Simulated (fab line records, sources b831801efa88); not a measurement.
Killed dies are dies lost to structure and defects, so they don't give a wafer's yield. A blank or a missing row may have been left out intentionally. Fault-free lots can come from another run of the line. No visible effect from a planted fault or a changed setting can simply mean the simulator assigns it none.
A single fault, viewed from 2 desks | flow gf180mcu | each desk holds nothing but its own numbers, with what lay behind them at the end

== TOOL OWNER'S DESK, pvd sputter-02 ==
The tool's own readings at GF_MIM_SPUTTER_03 (material Ti, target thk 10 nm, time 6.7 s): means of the sampled wafers that have a number, for each lot that ran on this tool. Any lot whose mean is over 4 standard deviations away from the usual mean is out of limits and marked OUT; that distance is given in the brackets.
Columns: A = cathode dc power W at GF_MIM_SPUTTER_03, usual 3000.0 W; B = substrate temp c at GF_MIM_SPUTTER_03, usual 300.03 C; C = throttle valve pct at GF_MIM_SPUTTER_03, usual 29.9 %
lot  | first seen here | A      | B      | C
L421 | day 26 20:51    | 3000.1 | 300.12 | 30.1
L432 | day 29 20:20    | 2999.7 | 300.03 | 31.1
L435 | day 30 13:34    | 2999.9 | 300.15 | 31.1
This desk's finding: nothing out of limits on any of the 3 lots.

== AT THE METROLOGY DESK ==
What the gauges read, lot by lot, whatever tool the lot ran on: means of the sampled wafers that have a number. Any lot whose mean is over 4 standard deviations away from the usual mean is out of limits and marked OUT; that distance is given in the brackets.
Columns: A = V4_W_RS at GF_V4_RS_MEAS_24, usual 0.3265 ohm/sq; B = V4_W_THK at GF_V4_THK_MEAS_25, usual 357 nm
lot  | first seen here | A      | B
L420 | day 26 09:56    | 0.3256 | 354
L421 | day 26 20:14    | 0.3256 | 358
L432 | day 29 19:34    | 0.3257 | 358
L435 | day 30 12:58    | 0.3286 | 356
L436 | day 30 18:23    | 0.3235 | 363
L438 | day 31 05:49    | 0.3278 | 354
This desk's finding: nothing out of limits on any of the 6 lots.

== PUT TOGETHER ==
Nothing out of limits was seen by the tool owner's desk.
At the metrology desk, nothing out of limits was observed.

== WHAT THE SIMULATOR HAD PUT IN ==
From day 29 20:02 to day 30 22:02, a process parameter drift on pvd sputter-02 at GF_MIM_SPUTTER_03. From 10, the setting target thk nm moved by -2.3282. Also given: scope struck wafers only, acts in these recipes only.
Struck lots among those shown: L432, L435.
